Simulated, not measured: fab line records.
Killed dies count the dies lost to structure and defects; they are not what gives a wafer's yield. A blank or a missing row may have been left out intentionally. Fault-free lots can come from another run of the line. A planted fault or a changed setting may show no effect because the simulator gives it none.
A lot that was struck, set against a sound lot | flow sfq line | 28 steps out of a route of 325
Sound: these wafers, L626.2, L626.5, L626.6. Struck: wafer L633.1. (L633.2, L633.3 of the same lot were not struck and are left out.) The cause comes at the end.
For every step that has rows: the tool of each side, followed by ch and its chambers, followed by its first start. Under that, the readings that differ: sound wafers | struck wafers | difference of the means | sigmas: that difference in standard deviations of wafers without a fault.
alike: same words and numbers on both sides, and readings whose means sit less than 2 such deviations apart. not compared: any withheld reading, any reading some wafer has no value for, any bound like >300 that may hide the same value, and any number with overlapping values for which the record gives no deviation.
A row with sigmas, a row that says differs or no value, or rows on one side alone: a step with any of these is where the two part. Numbers that have no deviation but don't overlap get no sigmas and don't part them. A reading that every wafer of one side lacks parts them only if that side has two wafers or more.

first, 6 steps without rows for these wafers: SFQ_TRILAYER_M2_LITHO_COAT_062 (resist thk 62 nm); SFQ_TRILAYER_M2_LITHO_COAT_057 (resist thk 600 nm); SFQ_TRILAYER_M2_LITHO_SOFTBAKE_061; SFQ_TRILAYER_M2_LITHO_EXPOSE_058 (exposes mask M2, target cd 500 nm); SFQ_TRILAYER_M2_LITHO_PEB_060 (peb time 60 s); SFQ_TRILAYER_M2_LITHO_DEVELOP_059 (time 60 s).
SFQ_M2_OVL_MEAS_916:
  struck on overlay-02, day 35 22:39; sound on overlay-02, day 32 13:53
  reading     | sound   | struck | difference | sigmas
  M2_OVL (nm) | -1 -7 0 | 8      | +11        | +2
then, 1 step without rows for these wafers: SFQ_TRILAYER_M2_BARC_OPEN_METAL_ETCH_077 (etches BARC in O2, target depth 125 nm, time 41.7 s).
SFQ_TRILAYER_M2_ETCH_METAL_ETCH_060: etches Nb in Cl2/Ar, stops on SiO2, target depth 240 nm, time 120 s.
  sound on rie metal-03 ch 0,1, day 32 13:58; struck on rie metal-03 ch 1, day 35 22:45
  alike: drypump motor current A, oes product au
  not compared: rf hours counter h
SFQ_TRILAYER_M2_STRIP_STRIP_061: strips in O2.
  sound on rie metal-03 ch 0,1, day 32 14:06; struck on rie metal-03 ch 1, day 35 22:52
  alike: drypump motor current A, oes product au
  not compared: rf hours counter h
then, 1 step without rows for these wafers: SFQ_TRILAYER_M2_STRIP_SOLV_CLEAN_062 (cleans in NMP, time 600 s).
SFQ_TRILAYER_I2_DEP_PECVD_063: deposits SiO2 from SiH4/N2O, time 111.11 s, target thk 500 nm.
  sound on pecvd-03 ch 0,1,2, day 32 14:52; struck on pecvd-02 ch 2, day 35 23:39
  alike: heater power outer w, heater power w, throttle valve pct
SFQ_TRILAYER_I2_CMP_CMP_064: polishes SiO2.
  sound on cmp-02 ch 1,2,3, day 32 16:27; struck on cmp-02 ch 0, day 36 03:38
  reading                                             | sound             | struck | difference | sigmas
  model.SiO2_of_TRILAYER_I2_DEP_PECVD_063.thk nm (nm) | 199.5 198.9 199.5 | 178.2  | -21.1      |
  alike: motor current A, time to endpoint s
SFQ_I2_BOW_MEAS_917:
  struck on film metro-01, day 36 06:38; sound on film metro-01, day 32 17:58
  alike: I2_BOW
SFQ_TRILAYER_I2_METRO_MEASURE_065:
  struck on film metro-01, day 36 06:46; sound on film metro-01, day 32 18:16
  reading     | sound             | struck | difference | sigmas
  thk nm (nm) | 199.5 198.9 199.6 | 178.1  | -21.2      | -18
then, 6 steps without rows for these wafers: SFQ_TRILAYER_I2_VIA_LITHO_COAT_072 (resist thk 62 nm); SFQ_TRILAYER_I2_VIA_LITHO_COAT_067 (resist thk 650 nm); SFQ_TRILAYER_I2_VIA_LITHO_SOFTBAKE_071; SFQ_TRILAYER_I2_VIA_LITHO_EXPOSE_068 (exposes mask I2, target cd 500 nm); SFQ_TRILAYER_I2_VIA_LITHO_PEB_070 (peb time 60 s); SFQ_TRILAYER_I2_VIA_LITHO_DEVELOP_069 (time 60 s).
-- the record jumps here: 6 days lie between the struck wafers' starts before and after --
SFQ_I2_OVL_MEAS_918:
  struck on overlay-02, day 42 05:00; sound on overlay-01, day 39 11:58
  alike: I2_OVL
then, 1 step without rows for these wafers: SFQ_TRILAYER_I2_VIA_BARC_OPEN_VIA_ETCH_096 (etches BARC in O2, target depth 125 nm, time 41.7 s).
SFQ_TRILAYER_I2_VIA_ETCH_VIA_ETCH_070: etches SiO2 in CHF3, stops on Nb, target depth 260 nm.
  sound on rie diel-03 ch 0,3, day 39 12:02; struck on rie diel-03 ch 3, day 42 05:05
  reading                        | sound             | struck | difference | sigmas
  oes product au (a.u.)          | 0.849 0.847 0.850 | 0.798  | -0.051     | -9
  model.etch.depth nm (nm)       | 199.5 198.9 199.5 | 178.2  | -21.1      |
  model.I2.feature depth nm (nm) | 199.5 198.9 199.5 | 178.2  | -21.1      |
  alike: drypump motor current A
SFQ_TRILAYER_I2_VIA_STRIP_STRIP_071: strips in O2.
  sound on rie metal-01 ch 0,1, day 39 12:08; struck on rie metal-04 ch 0, day 42 05:11
  alike: drypump motor current A, oes product au
  not compared: rf hours counter h
then, 1 step without rows for these wafers: SFQ_TRILAYER_I2_VIA_STRIP_SOLV_CLEAN_072 (cleans in NMP, time 600 s).
SFQ_TRILAYER_M3_DEP_PRE_CLEAN_074: time 22.5 s.
  struck on pvd sputter-04, day 42 05:58; sound on pvd sputter-04, day 39 12:55
  reading                                             | sound         | struck | difference | sigmas
  model.SiO2_of_TRILAYER_I2_DEP_PECVD_063.thk nm (nm) | 192 191.4 192 | 170.7  | -21.1      |
SFQ_TRILAYER_M3_DEP_SPUTTER_073: material Nb, target thk 200 nm, time 133.3 s.
  struck on pvd sputter-04, day 42 05:59; sound on pvd sputter-04, day 39 12:56
  alike: throttle valve pct

## WHERE THEY PART
At SFQ_M2_OVL_MEAS_916 first; at SFQ_TRILAYER_I2_VIA_ETCH_VIA_ETCH_070 last (within this record only). Later steps at which nothing parts them and some readings are alike: SFQ_TRILAYER_I2_VIA_STRIP_STRIP_071, SFQ_TRILAYER_M3_DEP_SPUTTER_073.

WHY: the cause the simulator had injected
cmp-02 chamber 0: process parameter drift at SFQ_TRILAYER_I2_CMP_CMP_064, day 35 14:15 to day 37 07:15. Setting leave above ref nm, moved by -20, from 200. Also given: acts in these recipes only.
